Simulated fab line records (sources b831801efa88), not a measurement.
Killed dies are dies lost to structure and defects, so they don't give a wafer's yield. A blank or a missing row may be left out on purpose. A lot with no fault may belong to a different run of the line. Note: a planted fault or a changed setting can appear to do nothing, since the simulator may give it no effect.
Chamber matching | flow gf180mcu | cmp-01 running GF_V1_CMP_04: 4 sister chambers
The step polishes SiO2. 4 wafers are shown with their chamber, then 9 later ones without.

## WAFERS PAIRED WITH THEIR CHAMBERS
wafer  | chamber | motor-current-A (A)
L268.6 | 1       | 10.5
L269.1 | 3       | 11.6
L269.2 | 0       | 12.0
L269.3 | 2       | 9.9

## WAFERS WHOSE CHAMBER IS MISSING
wafer  | motor-current-A (A)
L272.3 | 10.0
L272.4 | 9.5
L272.6 | 11.2
L273.3 | 9.6
L273.4 | 10.7
L273.5 | 11.9
L274.1 | 10.8
L274.5 | 11.4
L274.6 | 10.7

## WHICH CHAMBER EACH ONE RAN IN
wafer  | from the rows above          | in truth
L272.3 | can't be placed: 2 or 1      | 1
L272.4 | 2                            | 2
L272.6 | can't be placed: 3 or 1 or 0 | 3
L273.3 | 2                            | 2
L273.4 | 1                            | 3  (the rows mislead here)
L273.5 | can't be placed: 0 or 3      | 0
L274.1 | can't be placed: 1 or 3      | 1
L274.5 | can't be placed: 3 or 0      | 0
L274.6 | 1                            | 1
Correct placement for 3 of the 9. Cannot be placed on the basis of these rows: 5; the candidates contain the true chamber in 5. Placed wrongly: 1.
How it was worked out, from the rows above alone: a wafer's distance from a chamber is the root of the sum, over the readings, of the square of ((its reading less the chamber's mean) divided by the reading's scatter). The wafer belongs to the nearest chamber; if the next one is less than 2 further off, it can't be placed. The mean given for a chamber averages the wafers shown for that chamber. The scatter (one wafer shown for each chamber): square how far every hidden wafer sits from the nearest shown wafer, average those squares and take the square root.
